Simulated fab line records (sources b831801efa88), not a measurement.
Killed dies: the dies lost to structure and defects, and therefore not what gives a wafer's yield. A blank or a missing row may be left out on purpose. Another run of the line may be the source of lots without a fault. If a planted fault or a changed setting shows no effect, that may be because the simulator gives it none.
fab line records    flow sky130
record lots=12  wafers=36  last_day=50
route steps=708 shown VIA1@478 METAL5@664 PASSIVATION@683 PAD_OPEN@708
lots untouched by any fault: they come from a run of this same line in which no faults occurred
start_h: start of the lot's first displayed wafer, in hours after the record's first day    wait_h: hours elapsed since this lot's preceding step    " identical to the entry in the row above    L1.1+2: several wafers, shown together as one row    - no value present, or no start provided    * or withheld: withheld    < > ~ a bound
route shown NAME@n: a module of which the file shows steps, and the number in the route of the first    usual: average and standard deviation across the fault-free wafers    same: alike in all rows    chamber/n: place in a boat    sites: readings site by site    _std_site: standard deviation across them    _edge_site: outer sites' mean less inner sites'    radius_mm: for every site, how far away it sits from the centre of the wafer    mask NAME#n: copy n    behind: the last tool/chamber to shape the wafer    hold: cause of the lot's hold/its duration in hours/its outcome    device: the n, p or np transistor that did not switch    end of line: tests of these same wafers at the route's end    where a step has no rows: the recipe by itself    killed: count of dies lost to structure and defects at first sort (not the wafer's yield)    map: a wafer's dies, x killed, . not, _ none there
set.NAME: the run value of the setting; set.NAME@STEP: its run value at that earlier step    model.NAME: the simulator's own value behind a step, which no gauge read
route steps across a sampled set of lots; one table per step, one row per wafer
services: from which hour (start_h, from the record's first day; less than 0 if before it) a tool's chamber was out of use, for how many hours, and why
## steps
# step SKY_VIA1_SPUTTER_20
# recipe material=TiN  target_thk_nm=20  chamber_pressure_pa=5  power_w=4000  time_s=80
# usual throttle_valve_pct=29.9/1.1
lot.wafer  tool            chamber  start_h  wait_h  throttle_valve_pct
L926.2     pvd_sputter-04  -        818.31   0.0     30.5
L926.3     "               -        "        "       29.9
L926.4     "               -        "        "       29.1
L927.3     pvd_sputter-03  -        821.70   0.0     30.1
L927.5     "               -        "        "       29.4
L927.6     "               -        "        "       30.3
L928.2     pvd_sputter-01  -        828.73   0.0     29.5
L928.3     "               -        "        "       29.2
L928.6     "               -        "        "       28.1
L930.3     pvd_sputter-01  -        855.60   0.0     29.3
L930.4     "               -        "        "       31.3
L930.5     "               -        "        "       29.3
L939.1     pvd_sputter-04  -        918.59   0.0     30.3
L939.2     "               -        "        "       29.8
L939.5     "               -        "        "       29.7
L940.1     pvd_sputter-04  -        923.96   0.0     31.9
L940.4     "               -        "        "       30.0
L940.5     "               -        "        "       30.3
L941.2     pvd_sputter-01  -        928.68   0.0     29.0
L941.5     "               -        "        "       29.4
L941.6     "               -        "        "       29.2
L942.1     pvd_sputter-01  -        937.70   0.0     29.2
L942.3     "               -        "        "       31.5
L942.5     "               -        "        "       28.1
L943.3     pvd_sputter-01  -        942.45   0.0     29.3
L943.4     "               -        "        "       28.1
L943.6     "               -        "        "       31.7
L944.1     pvd_sputter-01  -        949.69   0.0     29.2
L944.2     "               -        "        "       29.2
L944.6     "               -        "        "       31.4
L946.1     pvd_sputter-01  -        966.10   0.0     31.3
L946.4     "               -        "        "       28.1
L946.6     "               -        "        "       31.4
L947.1     pvd_sputter-03  -        970.55   0.0     30.3
L947.2     "               -        "        "       31.6
L947.6     "               -        "        "       28.9
# step SKY_METAL5_SPUTTER_03
# recipe material=Ti  target_thk_nm=5  power_w=3000  time_s=3.3  chamber_pressure_pa=0.4
# usual throttle_valve_pct=30.1/0.98
lot.wafer  tool            chamber  start_h  wait_h  throttle_valve_pct
L926.2     pvd_sputter-02  -        1029.11  0.0     29.4
L926.3     "               -        "        "       28.7
L926.4     "               -        "        "       29.8
L927.3     pvd_sputter-04  -        1031.94  0.0     28.9
L927.5     "               -        "        "       30.3
L927.6     "               -        "        "       29.8
L928.2     pvd_sputter-02  -        1036.17  0.0     29.0
L928.3     "               -        "        "       31.6
L928.6     "               -        "        "       29.4
L930.3     pvd_sputter-03  -        1064.54  0.0     31.6
L930.4     "               -        "        "       29.2
L930.5     "               -        "        "       29.3
L939.1     pvd_sputter-04  -        1112.10  0.0     30.0
L939.2     "               -        "        "       31.8
L939.5     "               -        "        "       30.4
L940.1     pvd_sputter-04  -        1116.65  0.0     29.7
L940.4     "               -        "        "       29.7
L940.5     "               -        "        "       30.4
L941.2     pvd_sputter-02  -        1128.11  0.0     29.0
L941.5     "               -        "        "       31.5
L941.6     "               -        "        "       29.6
L942.1     pvd_sputter-02  -        1132.34  0.0     29.4
L942.3     "               -        "        "       29.8
L942.5     "               -        "        "       31.3
L943.3     pvd_sputter-03  -        1136.24  0.0     30.0
L943.4     "               -        "        "       29.3
L943.6     "               -        "        "       31.9
L944.1     pvd_sputter-03  -        1138.64  0.0     32.0
L944.2     "               -        "        "       29.9
L944.6     "               -        "        "       29.4
L946.1     pvd_sputter-04  -        1154.65  0.0     31.8
L946.4     "               -        "        "       30.4
L946.6     "               -        "        "       29.5
L947.1     pvd_sputter-03  -        1155.25  0.0     29.2
L947.2     "               -        "        "       30.0
L947.6     "               -        "        "       30.0
# step SKY_METAL5_DESCUM_14
# recipe chemistry=O2  source_power_w=150  bias_power_w=0  pressure_mtorr=10  temp_c=40  time_s=11
# usual drypump_motor_current_A=5.9/0.45  oes_product_au=1.000/0.01
# same bias_power_w=0
lot.wafer  tool          chamber  start_h  wait_h  drypump_motor_current_A  oes_product_au  rf_hours_counter_h
L926.2     rie_metal-01  0        1051.37  0.1     6.6                      1.015           13
L926.3     "             1        "        "       5.3                      0.987           -
L926.4     "             0        "        "       6.6                      1.008           -
L927.3     rie_metal-02  0        1053.57  0.1     5.4                      0.995           -
L927.5     "             0        "        "       5.4                      1.003           -
L927.6     "             0        "        "       5.4                      0.980           -
L928.2     rie_metal-02  1        1058.37  0.1     6.2                      1.003           12
L928.3     "             0        "        "       5.4                      0.996           -
L928.6     "             0        "        "       5.4                      0.996           -
L930.3     rie_metal-01  0        1085.82  0.1     6.6                      1.004           -
L930.4     "             0        "        "       6.6                      1.012           -
L930.5     "             0        "        "       6.6                      1.006           -
L939.1     rie_metal-03  0        1132.15  0.1     5.7                      0.996           19
L939.2     "             1        "        "       6.1                      1.015           12
L939.5     "             1        "        "       6.1                      1.015           -
L940.1     rie_metal-02  0        1136.77  0.1     5.4                      1.000           22
L940.4     "             0        "        "       5.4                      0.990           -
L940.5     "             1        "        "       6.2                      1.000           -
L941.2     rie_metal-02  1        1145.60  0.1     6.1                      0.996           18
L941.5     "             1        "        "       6.2                      0.999           -
L941.6     "             0        "        "       5.4                      0.981           -
L942.1     rie_metal-03  0        1150.65  0.1     5.7                      0.993           20
L942.3     "             0        "        "       5.7                      0.993           -
L942.5     "             0        "        "       5.7                      0.991           -
L943.3     rie_metal-03  0        1154.38  0.1     5.7                      1.006           -
L943.4     "             1        "        "       6.2                      1.006           -
L943.6     "             0        "        "       5.7                      0.998           -
L944.1     rie_metal-02  1        1157.32  0.1     6.1                      1.004           19
L944.2     "             0        "        "       5.4                      0.988           23
L944.6     "             0        "        "       5.4                      0.994           -
L946.1     rie_metal-02  0        1172.42  0.1     5.4                      1.000           24
L946.4     "             0        "        "       5.4                      0.994           -
L946.6     "             0        "        "       5.4                      1.005           -
L947.1     rie_metal-01  0        1173.02  0.1     6.6                      1.010           24
L947.2     "             1        "        "       5.4                      0.998           30
L947.6     "             0        "        "       6.6                      1.019           -
# step SKY_PASSIVATION_CVD_02
# recipe material=Si3N4  target_thk_nm=540  temp_c=400  time_s=withheld  rf_w=450
# usual heater_power_w=707/94
lot.wafer  tool      chamber  start_h  wait_h  heater_power_w
L926.2     pecvd-02  0        1052.31  0.0     604
L926.3     "         0        "        "       644
L926.4     "         2        "        "       651
L927.3     pecvd-02  0        1054.87  0.1     576
L927.5     "         0        "        "       610
L927.6     "         2        "        "       731
L928.2     pecvd-02  2        1059.31  0.0     763
L928.3     "         2        "        "       783
L928.6     "         0        "        "       662
L930.3     pecvd-03  1        1087.08  0.0     687
L930.4     "         2        "        "       860
L930.5     "         1        "        "       717
L939.1     pecvd-01  0        1133.36  0.1     776
L939.2     "         2        "        "       629
L939.5     "         2        "        "       657
L940.1     pecvd-02  0        1137.76  0.1     529
L940.4     "         2        "        "       745
L940.5     "         1        "        "       801
L941.2     pecvd-02  1        1146.56  0.0     740
L941.5     "         1        "        "       766
L941.6     "         0        "        "       516
L942.1     pecvd-02  2        1151.60  0.1     661
L942.3     "         1        "        "       851
L942.5     "         2        "        "       708
L943.3     pecvd-03  2        1155.31  0.0     828
L943.4     "         2        "        "       836
L943.6     "         0        "        "       806
L944.1     pecvd-01  0        1158.42  0.1     698
L944.2     "         1        "        "       785
L944.6     "         0        "        "       737
L946.1     pecvd-02  2        1173.40  0.1     781
L946.4     "         0        "        "       606
L946.6     "         2        "        "       636
L947.1     pecvd-01  2        1174.13  0.1     633
L947.2     "         1        "        "       707
L947.6     "         2        "        "       686
# step SKY_PAD_OPEN_PROBE_99
# usual defect_limited_yield=82.6/1.9  killed_at_M0_to_M3=43/5.9  killed_at_M4_up=2.9/1.5  killed_at_contacts=24/5  killed_at_front_end=15/4.8  killed_at_other=0.2/0.5  killed_dies=86/9.3  killed_on_rim=17/4.1  killed_open=47/7.1  killed_short=38/6.3  sort_bin_3_pad_short=0.8/0.42  sort_bin_5_function=10.2/1.4  sort_bin_6_memory=6.4/1.1  sort_n_pass=406/9.3  sort_yield_pct=82.6/1.9
# same gross_dies=492  killed_at_back_side=0  sort_bin_4_leakage[%]=0  sort_bin_8_speed[%]=0
lot.wafer  tool       chamber  start_h  wait_h  defect_limited_yield[%]  killed_at_M0_to_M3  killed_at_M4_up  killed_at_contacts  killed_at_front_end  killed_at_other  killed_dies  killed_on_rim  killed_open  killed_short  sort_bin_3_pad_short[%]  sort_bin_5_function[%]  sort_bin_6_memory[%]  sort_n_pass  sort_yield_pct[%]
L927.3     prober-02  -        1098.78  0.2     81.1                     52                  4                24                  12                   1                93           20             49           44            0.2                      11.2                    7.5                   399          81.1
L927.5     prober-02  -        1098.88  0.2     82.5                     41                  1                28                  16                   0                86           20             39           47            1.6                      10.6                    5.3                   406          82.5
L927.6     prober-02  -        1098.93  0.2     81.5                     53                  2                27                  9                    0                91           19             47           44            1.0                      11.6                    5.9                   401          81.5
L928.2     prober-01  -        1101.79  0.1     83.7                     37                  1                18                  23                   1                80           14             43           37            0.4                      11.0                    4.9                   412          83.7
L928.3     prober-01  -        1101.84  0.2     83.1                     39                  4                21                  19                   0                83           12             44           39            1.0                      10.0                    5.9                   409          83.1
L928.6     prober-01  -        1101.99  0.2     82.5                     46                  3                19                  18                   0                86           18             50           36            0.4                      10.8                    6.3                   406          82.5
L930.3     prober-01  -        1128.75  0.2     75.2                     81                  0                24                  17                   0                122          28             40           49            1.8                      15.4                    7.5                   370          75.2
L930.4     prober-01  -        1128.80  0.2     80.7                     44                  4                33                  14                   0                95           13             51           44            0.8                      10.8                    7.7                   397          80.7
L930.5     prober-01  -        1128.85  0.2     76.2                     79                  3                25                  10                   0                117          29             54           36            1.6                      14.4                    7.7                   375          76.2
L939.1     prober-02  -        1172.09  0.1     85.0                     33                  4                26                  11                   0                74           9              37           37            1.0                      10.0                    4.1                   418          85.0
L939.2     prober-02  -        1172.14  0.1     82.7                     47                  3                27                  8                    0                85           17             45           40            0.6                      10.8                    5.9                   407          82.7
L939.5     prober-02  -        1172.29  0.2     81.7                     47                  3                27                  13                   0                90           25             47           43            0.8                      11.2                    6.3                   402          81.7
L940.1     prober-01  -        1176.94  0.1     81.9                     48                  1                28                  12                   0                89           18             49           40            1.0                      9.8                     7.3                   403          81.9
L940.4     prober-01  -        1177.09  0.2     82.5                     46                  0                27                  13                   0                86           22             46           40            0.6                      10.8                    6.1                   406          82.5
L940.5     prober-01  -        1177.14  0.2     78.5                     51                  5                26                  22                   2                106          18             66           40            1.2                      11.6                    8.7                   386          78.5
L942.1     prober-02  -        1188.99  0.1     87.0                     27                  3                26                  6                    2                64           15             40           24            1.2                      7.3                     4.5                   428          87.0
L942.3     prober-02  -        1189.09  0.2     85.4                     35                  3                23                  11                   0                72           13             41           31            0.4                      8.3                     5.9                   420          85.4
L942.5     prober-02  -        1189.19  0.2     79.5                     36                  5                35                  25                   0                101          19             47           54            1.2                      11.6                    7.7                   391          79.5
# killed by level:class
L927.3 VIA1:geometric_particle:open=14 VIA3:geometric_particle:open=8 VIA2:geometric_particle:open=7 LI_CONTACT:geometric_particle:open=6 METAL3:geometric_particle:short=6 CONTACT:geometric_particle:open=6 LI_CONTACT:geometric_particle:short=5 VIA1:geometric_particle:short=5
L927.5 CONTACT:geometric_particle:open=12 VIA1:geometric_particle:short=8 METAL2:geometric_particle:short=7 VIA1:geometric_particle:open=7 LI_CONTACT:geometric_particle:open=6 FIELD_ISO:geometric_particle:short=5 CONTACT:geometric_particle:short=5 METAL1:geometric_particle:open=5
L927.6 CONTACT:geometric_particle:open=13 METAL2:geometric_particle:short=8 METAL1:geometric_particle:short=8 LI_CONTACT:geometric_particle:open=7 VIA1:geometric_particle:open=7 VIA1:geometric_particle:short=7 VIA3:geometric_particle:open=7 VIA3:geometric_particle:short=6
L928.2 POLY_GATE:geometric_particle:short=11 CONTACT:geometric_particle:open=9 METAL2:geometric_particle:short=8 VIA1:geometric_particle:open=6 VIA3:geometric_particle:open=6 VIA2:geometric_particle:open=6 LI_CONTACT:geometric_particle:short=4 METAL1:geometric_particle:short=4
L928.3 CONTACT:geometric_particle:open=11 METAL2:geometric_particle:short=8 POLY_GATE:geometric_particle:short=7 VIA1:geometric_particle:open=7 VIA3:geometric_particle:open=6 POLY_GATE:geometric_particle:open=5 LI_CONTACT:geometric_particle:short=4 LI_CONTACT:geometric_particle:open=4
L928.6 VIA3:geometric_particle:open=11 METAL1:geometric_particle:short=11 LI_CONTACT:geometric_particle:open=9 VIA2:geometric_particle:open=7 POLY_GATE:geometric_particle:open=6 CONTACT:geometric_particle:open=5 VIA1:geometric_particle:open=5 FIELD_ISO:geometric_particle:short=4
L930.3 VIA1:unspecified=33 VIA1:geometric_particle:open=13 VIA1:geometric_particle:short=10 METAL1:geometric_particle:short=8 LI_CONTACT:geometric_particle:open=7 CONTACT:geometric_particle:open=6 METAL2:geometric_particle:short=6 SPACER:geometric_particle:short=5
L930.4 LI_CONTACT:geometric_particle:open=12 CONTACT:geometric_particle:open=12 VIA1:geometric_particle:open=11 METAL1:geometric_particle:short=11 VIA1:geometric_particle:short=6 VIA3:geometric_particle:open=6 POLY_GATE:geometric_particle:short=5 LOCAL_INTERCONNECT:geometric_particle:short=4
L930.5 VIA1:unspecified=27 VIA1:geometric_particle:open=18 LI_CONTACT:geometric_particle:open=9 CONTACT:geometric_particle:open=8 METAL1:geometric_particle:short=7 VIA1:geometric_particle:short=7 VIA2:geometric_particle:open=6 METAL3:geometric_particle:short=5
L939.1 CONTACT:geometric_particle:open=11 VIA1:geometric_particle:open=7 LI_CONTACT:geometric_particle:open=6 LOCAL_INTERCONNECT:geometric_particle:short=5 METAL1:geometric_particle:short=5 VIA1:geometric_particle:short=5 FIELD_ISO:geometric_particle:open=4 METAL2:geometric_particle:short=4
L939.2 LI_CONTACT:geometric_particle:open=12 VIA2:geometric_particle:open=9 VIA1:geometric_particle:open=9 CONTACT:geometric_particle:short=7 VIA1:geometric_particle:short=5 VIA2:geometric_particle:short=5 VIA3:geometric_particle:open=5 METAL1:geometric_particle:short=4
L939.5 CONTACT:geometric_particle:open=11 VIA1:geometric_particle:open=10 METAL2:geometric_particle:short=8 VIA2:geometric_particle:open=8 LOCAL_INTERCONNECT:geometric_particle:short=6 METAL1:geometric_particle:short=6 VIA1:geometric_particle:short=6 LI_CONTACT:geometric_particle:open=5
L940.1 VIA1:geometric_particle:open=15 CONTACT:geometric_particle:open=8 VIA1:geometric_particle:short=8 VIA2:geometric_particle:open=8 LI_CONTACT:geometric_particle:open=7 CONTACT:geometric_particle:short=6 VIA3:geometric_particle:open=6 FIELD_ISO:geometric_particle:short=5
L940.4 VIA1:geometric_particle:open=13 CONTACT:geometric_particle:open=11 METAL1:geometric_particle:short=7 LOCAL_INTERCONNECT:geometric_particle:short=5 VIA3:geometric_particle:open=5 LI_CONTACT:geometric_particle:open=4 METAL2:geometric_particle:short=4 VIA1:geometric_particle:short=4
L940.5 VIA1:geometric_particle:open=20 CONTACT:geometric_particle:open=11 VIA3:geometric_particle:open=10 LI_CONTACT:geometric_particle:open=7 FIELD_ISO:geometric_particle:open=6 VIA1:geometric_particle:short=6 POLY_GATE:geometric_particle:open=5 METAL1:geometric_particle:short=5
L942.1 CONTACT:geometric_particle:open=12 LI_CONTACT:geometric_particle:open=10 VIA1:geometric_particle:open=5 VIA2:geometric_particle:open=5 METAL1:geometric_particle:short=3 VIA1:geometric_particle:short=3 METAL2:geometric_particle:short=3 VIA2:geometric_particle:short=3
L942.3 VIA1:geometric_particle:open=9 LI_CONTACT:geometric_particle:open=9 METAL2:geometric_particle:short=6 VIA3:geometric_particle:open=6 CONTACT:geometric_particle:open=5 CONTACT:geometric_particle:short=5 FIELD_ISO:geometric_particle:open=4 VIA1:geometric_particle:short=4
L942.5 LI_CONTACT:geometric_particle:open=14 LOCAL_INTERCONNECT:geometric_particle:short=10 POLY_GATE:geometric_particle:short=5 POLY_GATE:geometric_particle:open=5 SPACER:geometric_particle:open=5 VIA1:geometric_particle:short=5 CONTACT:geometric_particle:open=5 METAL1:geometric_particle:short=5
## services
tool            chamber  start_h  hours  kind
rie_metal-01    -        814.60   7.1    repair
pecvd-01        1        819.43   6.0    repair
pecvd-01        0        821.33   6.0    repair
rie_metal-03    0        836.06   42.8   repair
pvd_sputter-04  -        850.48   5.6    repair
rie_metal-01    -        871.29   2.8    pm
pvd_sputter-01  -        871.98   6.8    repair
pecvd-02        -        875.61   6.0    pm
pvd_sputter-02  -        900.91   10.6   repair
pecvd-02        -        907.11   5.5    pm
pecvd-02        -        946.56   2.7    repair
pecvd-02        1        985.55   4.6    repair
pvd_sputter-01  -        998.05   2.1    repair
pecvd-02        1        1030.40  80.1   repair
rie_metal-02    1        1050.84  4.1    repair
pvd_sputter-04  -        1053.87  1.9    repair
pvd_sputter-01  -        1065.34  5.4    repair
pecvd-02        -        1071.12  0.7    repair
pvd_sputter-03  -        1072.59  3.6    repair
pvd_sputter-03  -        1094.92  1.5    repair
pecvd-02        1        1119.54  8.8    repair
pvd_sputter-04  -        1126.41  0.9    repair
rie_metal-02    0        1160.86  7.4    repair
pvd_sputter-02  -        1168.53  0.6    repair
## key
first_sign step=SKY_PAD_OPEN_PROBE_99  reading=killed_at_M0_to_M3  direction=up  sigmas=6.2  usual=43  struck=80
effect step=SKY_PAD_OPEN_PROBE_99  reading=defect_limited_yield  direction=down  sigmas=3.6  usual=82.6  struck=75.7
met_at SKY_VIA1_SPUTTER_20
struck_lots L930
struck_wafers L930.3,L930.5
not_acting_at SKY_METAL5_SPUTTER_03,SKY_METAL5_DESCUM_14,SKY_PASSIVATION_CVD_02
onset_between 828.73 855.60
fault kind=chamber_particle_source  tool=pvd_sputter-01  chamber=-  onset_h=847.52  steps=SKY_VIA1_SPUTTER_20  rate_per_visit_cm2=0.94893  end_h=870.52  scope=struck_wafers_only
